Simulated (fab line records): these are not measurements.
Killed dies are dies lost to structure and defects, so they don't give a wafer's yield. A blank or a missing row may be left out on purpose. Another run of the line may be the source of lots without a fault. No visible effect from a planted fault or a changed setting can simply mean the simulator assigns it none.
Struck lot and sound lot, side by side -- flow sky130 -- 15 out of 708 route steps
Sound: these wafers, L926.2, L926.4. Wafers struck: L920.1, L920.3, L920.6. Last of all comes the cause.
At each step with rows: each side's tool, then ch and its chambers, then its first start. Under that, the readings that differ: sound wafers -- struck wafers -- difference of the means -- sigmas: that difference in standard deviations of wafers without a fault.
alike: a reading whose means differ by less than 2 such deviations, as well as words and numbers matching on both sides. not compared: withheld readings; readings where some wafer has no value; bounds like >300 that might hide an equal value; numbers whose values overlap and for which the record gives no deviation.
A row with sigmas, a row that says differs or no value, or rows on one side alone: a step with any of these is where the two part. Non-overlapping numbers with no deviation appear without sigmas and do not part them. A reading that every wafer of one side lacks parts them only if that side has two wafers or more.

first, 3 steps without rows for these wafers: SKY_VIA1_EXPOSE_09 (exposes mask VIM, target cd 150 nm); SKY_VIA1_PEB_10; SKY_VIA1_DEVELOP_11 (develop time 60 s).
SKY_VIA1_CD_MEAS_12: the cd target is 150 nm.
  sound on cd sem-01 at day 39 09:41; struck on cd sem-01 at day 37 22:35
  alike: cd nm
SKY_VIA1_OVL_MEAS_13:
  sound on overlay-02 at day 39 09:47; struck on overlay-02 at day 37 22:43
  alike: VIA1_OVL
SKY_VIA1_ETCH_14: etches BARC in N2/H2, stops on SiO2, time 45.9 s, target depth 60 nm.
  sound on rie diel-02 ch 2,3, day 39 09:49; struck on rie diel-02 ch 1,2, day 37 22:45
  alike: drypump motor current A, oes product au, throttle valve pct
  not compared: rf hours counter h
SKY_VIA1_ETCH_15: etches SiO2 in C4F8/O2/Ar, stops on TiN, target depth 351 nm, time 54 s.
  sound on rie diel-02 ch 2,3, day 39 09:52; struck on rie diel-02 ch 1,2, day 37 22:47
  alike: oes product au
  not compared: rf hours counter h
SKY_VIA1_STRIP_16: strips in O2/N2.
  sound on plasma asher-02 ch 1, day 39 09:55; struck on plasma asher-04 ch 0,1, day 37 22:50
  alike: drypump motor current A, oes product au, strip time to endpoint s
  not compared: rf hours counter h
then, 3 steps without rows for these wafers: SKY_VIA1_STRIP_17 (strips in post etch residue remover, time 1200 s); SKY_VIA1_CLEAN_18 (cleans in IPA, time 180 s); SKY_VIA1_CLEAN_19 (cleans in O3/DIW).
SKY_VIA1_SPUTTER_20: material TiN, target thk 20 nm, time 80 s.
  sound on pvd sputter-03 at day 39 10:32; struck on pvd sputter-01 at day 37 23:26
  alike: throttle valve pct
SKY_VIA1_CVD_21: deposits W, target thk 270 nm, time 80.902 s.
  sound on cvd w-02 ch 1, day 39 10:35; struck on cvd w-01 ch 1, day 37 23:29
reading,sound,struck,difference,sigmas
chamber pressure Torr (Torr),40.13 40.09,42.31 42.26 42.18,+2.14,+25
model.W_of_VIA1_CVD_21.thk nm (nm),267.7 266,285.2 281.7 284.1,+16.8,
  alike: heater power w
SKY_VIA1_RS_MEAS_22: a four-point-probe measurement.
  sound on film metro-03 at day 39 10:44; struck on film metro-03 at day 37 23:35
reading,sound,struck,difference,sigmas
VIA1_W_RS (ohm/sq),0.430 0.433,0.403 0.407 0.405,-0.026,-4
SKY_PAD_OPEN_PROBE_99:
  the record holds rows for the sound wafers here (prober-01, day 49 23:50) but none for the struck ones

== WHERE THEY PART ==
Earliest at SKY_VIA1_CVD_21; latest, in this record, at SKY_PAD_OPEN_PROBE_99.

WHY: what the simulator had put in
Process parameters drifting: cvd w-01 at SKY_VIA1_CVD_21, beginning at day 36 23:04. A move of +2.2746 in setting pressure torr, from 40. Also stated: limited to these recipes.
